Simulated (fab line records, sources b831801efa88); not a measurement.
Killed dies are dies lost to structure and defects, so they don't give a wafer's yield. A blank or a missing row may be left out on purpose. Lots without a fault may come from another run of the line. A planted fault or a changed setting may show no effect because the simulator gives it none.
Problem report in the 8D (eight disciplines) form, filled by code | flow gf180mcu | the parts of the form that need people (team, actions taken, sign-off) are left out

1. THE PROBLEM
MVSD_RS at GF_VT_IMPLANT_RS_MEAS_46 reads a mean of 439.7 ohm/sq on 3 wafers of 3 lots; wafers without a fault read 456.4 ohm/sq with a standard deviation of 1.3. That is -13 standard deviations from the usual mean.
The step: measures by four-point-probe.
First seen on wafer L117.2, day 10 08:50, on film_metro-04. The record holds 40 wafers of 14 lots with a number at this step. Rule for "out", or "out of limits": more than 4 standard deviations from the usual mean. The other wafers with a number count as sound.

2. WHAT IT IS AND WHAT IT IS NOT
question                    | is                           | is not
which readings at this step | MVSD_RS                      | -
which lots                  | L117, L120, L121             | L107, L108, L109, L110, L111, L112, L113, L114, L124, L129, L130
which wafers of those lots  | L117.2, L120.5, L121.5       | L117.1, L117.4, L120.3, L121.3
read on which gauges        | film_metro-02, film_metro-04 | film_metro-01
when                        | from day 10 08:50            | up to then (26 sound wafers); but 11 sound wafers of L120, L121, L124, L129, L130 came after

3. SUSPECTS, AND WHAT RULES EACH OUT
Counting: a tool at a process step up to the reading stays a suspect if it ran every lot that is out. Sound lots after the first of them don't rule it out here, since some wafers of a struck lot are sound.
- the gauge at GF_VT_IMPLANT_RS_MEAS_46: ruled out. The wafers that are out were read on 2 gauges (film_metro-02, film_metro-04).
- implanter-02 at GF_MVSD_IMPLANT_09: kept. It ran every lot that is out, first L117 (day 6 20:38); its last sound lot up to then is L112 (day 5 14:56). Its own readings are out on those wafers: beam_on_s, faraday_current_uA.
Left after counting: implanter-02 at GF_MVSD_IMPLANT_09.

4. THE CAUSE (what the simulator had put in)
Process parameter drift: implanter-02, from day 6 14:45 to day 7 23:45, at GF_MVSD_IMPLANT_09. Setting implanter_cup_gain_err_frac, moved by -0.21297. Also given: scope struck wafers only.
Counting left only this tool.

5. THE CHAIN OF EFFECTS, in route order
Each row: a reading whose mean over the struck wafers that have a number lies more than 3 standard deviations from the usual. Only readings for which the record gives a usual standard deviation are gone through. hours: the time from each lot's start at the first step in this table that gives one to its start at this step, as a median over the lots. sigmas: the change in usual standard deviations.
hours | step                     | reading            | usual        | on struck wafers | change | sigmas
0     | GF_MVSD_IMPLANT_09       | beam_on_s          | 9.99 s       | 12.69            | +2.70  | +13
0     | GF_MVSD_IMPLANT_09       | faraday_current_uA | 28.2         | 22.2             | -6.0   | -11
86    | GF_VT_IMPLANT_RS_MEAS_46 | MVSD_RS            | 456.4 ohm/sq | 439.7            | -16.7  | -13
The process steps in it:
- GF_MVSD_IMPLANT_09

6. WHAT WOULD HAVE CAUGHT IT SOONER
In this record the first reading out of limits at a measuring or inspecting step was taken at day 10 08:50, 90 hours after the fault began at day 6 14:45.
The tool's own readings at GF_MVSD_IMPLANT_09 were out on every struck wafer that the step has a row for (beam_on_s, faraday_current_uA): an alarm limit on them would have fired on the first of those.
All the lots that are out (3) had begun GF_MVSD_IMPLANT_09 on implanter-02 by day 10 08:50. A hold on the tool at that time would have spared none of them.
